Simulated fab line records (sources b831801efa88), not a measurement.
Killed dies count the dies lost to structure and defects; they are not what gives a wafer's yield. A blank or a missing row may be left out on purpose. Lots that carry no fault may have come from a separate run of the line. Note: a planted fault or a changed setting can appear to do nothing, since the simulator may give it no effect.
A struck lot beside a sound one	flow sky130	29 out of 708 route steps
Sound: wafers L765.1, L765.2, L765.5. The struck wafers were L758.2, L758.5, L758.6. The cause comes at the end.
For every step that has rows: the tool of each side, followed by ch and its chambers, followed by its first start. Under that, the readings that differ: sound wafers	struck wafers	difference of the means	sigmas: that difference in standard deviations of wafers without a fault.
alike: words and numbers the same on both sides, and readings whose means are apart by under 2 such deviations; not compared: readings that were withheld, readings missing a value for some wafer, numbers with overlapping values and no deviation given by the record, and bounds like >300 which may hide the same value.
The two part at a step that has a row with sigmas, a row that says differs or no value, or rows on one side only. Non-overlapping numbers with no deviation appear without sigmas and do not part them. A reading that every wafer of one side lacks parts them only if that side has two wafers or more.

first, 8 steps without rows for these wafers: SKY_LOCAL_INTERCONNECT_ETCH_13 (etches BARC in N2/H2, stops on SiO2, time 45.9 s, target depth 60 nm); SKY_LOCAL_INTERCONNECT_METAL_ETCH_14 (etches TiN in Cl2/BCl3, stops on PSG, target depth 110 nm, time 31.4 s); SKY_LOCAL_INTERCONNECT_STRIP_15 (strips in O2/N2); SKY_LOCAL_INTERCONNECT_STRIP_16 (strips in post etch residue remover, time 1200 s); SKY_LOCAL_INTERCONNECT_CLEAN_17 (cleans in IPA, time 180 s); SKY_LOCAL_INTERCONNECT_CLEAN_18 (cleans in O3/DIW); SKY_CONTACT_CVD_00 (deposits Si3N4, target thk 75 nm); SKY_CONTACT_HDPCVD_02 (deposits SiO2, target thk 565 nm, time 94.2 s).
SKY_CONTACT_CMP_04: polishes SiO2.
  sound on cmp-02 ch 0,1,2, day 36 17:28; struck on cmp-02 ch 1,2,3, day 34 20:25
  no value came back on the struck wafers for edge-zone-pressure-frac, head-pressure-psi (psi), motor-current-A (A), time-to-endpoint-s (s); on the sound wafers edge-zone-pressure-frac reads 0.998 1.003 0.993
reading	sound	struck	difference	sigmas
model.SiO2_of_CONTACT_HDPCVD_02.thk-nm (nm)	338 339.4 340.2	558.2 561.1 552.1	+217.9	
SKY_CONTACT_BOW_MEAS_05:
  sound on film-metro-04 at day 36 17:46; struck on film-metro-01 at day 34 20:38
reading	sound	struck	difference	sigmas
CONTACT_BOW (um)	75 91 81	96 95 104	+16	+3
then, 9 steps without rows for these wafers: SKY_CONTACT_DEHYDRATE_06 (time 60 s); SKY_CONTACT_HMDS_07 (prime time 60 s); SKY_CONTACT_COAT_08 (resist thk 60 nm); SKY_CONTACT_COAT_09 (resist thk 450 nm); SKY_CONTACT_SOFTBAKE_10 (time 90 s); SKY_CONTACT_EXPOSE_11 (exposes mask CTM1, target cd 170 nm); SKY_CONTACT_PEB_12; SKY_CONTACT_DEVELOP_13 (develop time 60 s); SKY_CONTACT_ETCH_16 (etches BARC in N2/H2, stops on SiO2, time 45.9 s, target depth 60 nm).
SKY_CONTACT_ETCH_17: etches SiO2 in C4F8/O2/Ar, stops on Si3N4, target depth 340 nm.
  sound on rie-diel-02 ch 2,3, day 37 19:44; struck on rie-diel-02 ch 0,2,3, day 35 23:29
reading	sound	struck	difference	sigmas
oes-product-au (a.u.)	0.895 0.877 0.892	1.626 1.601 1.599	+0.721	+99 or more
model.etch.depth-nm (nm)	338 339.4 340.2	410.8 402.6 402.5	+66.1	
model.CONTACT.feature-depth-nm (nm)	338 339.4 340.2	410.8 402.6 402.5	+66.1	
then, 7 steps without rows for these wafers: SKY_CONTACT_ETCH_18 (etches Si3N4 in CHF3/O2, stops on TiN, time 39 s, target depth 75 nm); SKY_CONTACT_STRIP_19 (strips in O2/N2); SKY_CONTACT_STRIP_20 (strips in post etch residue remover, time 1200 s); SKY_CONTACT_CLEAN_21 (cleans in IPA, time 180 s); SKY_CONTACT_CLEAN_22 (cleans in O3/DIW); SKY_CONTACT_SPUTTER_23 (material TiN, target thk 20 nm, time 80 s); SKY_CONTACT_CVD_24 (deposits W, target thk 340 nm, time 102.12 s).
SKY_CONTACT_CMP_27: polishes, stops on SiO2, t overpolish 15 s, target thk 0 nm.
  sound on cmp-01 ch 0,2, day 37 20:46; struck on cmp-01 ch 0,1,3, day 36 00:38
reading	sound	struck	difference	sigmas
model.SiO2_of_CONTACT_HDPCVD_02.thk-nm (nm)	334.8 336.2 337	555 557.9 548.9	+218	
  alike: edge-zone-pressure-frac, head-pressure-psi, motor-current-A
-- the record jumps here: 13 days lie between the struck wafers' starts before and after (it left off in module CONTACT and takes up again in module PAD_OPEN, whose first step shown is number 708 of the route) --
SKY_PAD_OPEN_PROBE_99:
  only the struck wafers here have rows in the record (prober-02, day 49 04:00); the sound ones have none

WHERE THEY PART
At SKY_CONTACT_CMP_04 first; at SKY_PAD_OPEN_PROBE_99 last (within this record only).

WHY: what the simulator had put in
Beginning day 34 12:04, the whole step at SKY_CONTACT_CMP_04 was skipped on cmp-02. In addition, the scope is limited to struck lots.
